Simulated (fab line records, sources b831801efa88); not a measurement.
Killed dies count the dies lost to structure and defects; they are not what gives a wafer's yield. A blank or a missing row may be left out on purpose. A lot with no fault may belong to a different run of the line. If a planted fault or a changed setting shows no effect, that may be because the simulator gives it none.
Problem report, 8D (eight disciplines) form, completed by code    flow sfq line    the parts of the form that need people (team, actions taken, sign-off) are left out

1. THE PROBLEM
Wafers with no fault read 79.97 W with a standard deviation of 0.24, whereas bias w at SFQ_TRILAYER_I5_ETCH_VIA_ETCH_147 reads a mean of 92.22 W on 1 wafer of 1 lot. Relative to the usual mean, that is a shift of +51 standard deviations.
The step: etches the open film in CHF3, stops on Nb, target depth 360 nm.
First observed at day 60 21:17: wafer L238.1, on rie diel-04. At this step, 39 wafers from 13 lots have a number in the record. By rule, "out" or "out of limits" means more than 4 standard deviations away from the usual mean. Any other wafer with a number is counted as sound.

2. WHAT IT IS, WHAT IT ISN'T
question                     is                 is not
which readings at this step  bias w             drypump motor current A, oes product au
which lots                   L238               L221, L223, L224, L225, L226, L228, L229, L234, L241, L242, L243, L244
which wafers of those lots   L238.1             L238.3, L238.5
read on which tools          rie diel-04        rie diel-01, rie diel-03
when                         from day 60 21:17  up to then (26 sound wafers); but 12 sound wafers of L241, L242, L243, L244 came after

3. SUSPECTS, AND WHAT RULES EACH OUT
Counting: a tool at a process step up to the reading stays a suspect if it ran every lot that is out. Sound lots after the first of them don't rule it out here, since some wafers of a struck lot are sound.
- pvd sputter-04 at SFQ_TRILAYER_JJ_TRILAYER_DEP_SPUTTER_110 (material Al, target thk 8 nm, time 10 s): kept. It processed L238, the lot that is out, at day 45 22:37, and its most recent sound lot before then was L234 at day 43 22:46.
- rie metal-03 at SFQ_TRILAYER_R5_STRIP_STRIP_140 (strips in O2): kept. It processed L238, the lot that is out, at day 60 14:29, and its most recent sound lot before then was L234 at day 57 11:32.
- rie diel-04 at SFQ_TRILAYER_I5_ETCH_VIA_ETCH_147 (etches the open film in CHF3, stops on Nb, target depth 360 nm): kept. It processed L238, the lot that is out, at day 60 21:17, and its most recent sound lot before then was L234 at day 60 00:01. Its own readings are out on those wafers: bias w.
- rie diel-04, SFQ_TRILAYER_I5_ETCH_VIA_ETCH_147: wafers that are out in chamber 3, sound lot-mates in chambers 0, 1.
After the count, these remain: pvd sputter-04 at SFQ_TRILAYER_JJ_TRILAYER_DEP_SPUTTER_110, rie metal-03 at SFQ_TRILAYER_R5_STRIP_STRIP_140 and rie diel-04 at SFQ_TRILAYER_I5_ETCH_VIA_ETCH_147.

4. THE CAUSE (what the simulator had put in)
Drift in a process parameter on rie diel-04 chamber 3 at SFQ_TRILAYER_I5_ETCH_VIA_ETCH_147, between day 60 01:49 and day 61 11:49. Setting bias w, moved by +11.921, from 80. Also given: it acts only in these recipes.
3 suspects survive the count, and this tool is in that group.

5. THE EFFECT CHAIN, in route order
One row per reading whose mean, taken over the struck wafers that have a number, lies over 3 standard deviations from the usual. Scope: only readings with a usual standard deviation given in the record; hours: median across lots of the time from each lot's start at the first step in this table that gives one to its start at this step; sigmas: change in usual standard deviations.
hours  step                               reading  usual    on struck wafers  change  sigmas
0      SFQ_TRILAYER_I5_ETCH_VIA_ETCH_147  bias w   79.97 W  92.22             +12.25  +51
Process steps it contains:
- SFQ_TRILAYER_I5_ETCH_VIA_ETCH_147: etches the open film in CHF3, stops on Nb, target depth 360 nm.

6. WHAT WOULD HAVE CAUGHT IT SOONER
The fault began at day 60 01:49; the first out-of-limits reading in this record came at day 60 21:17, 19 hours later.
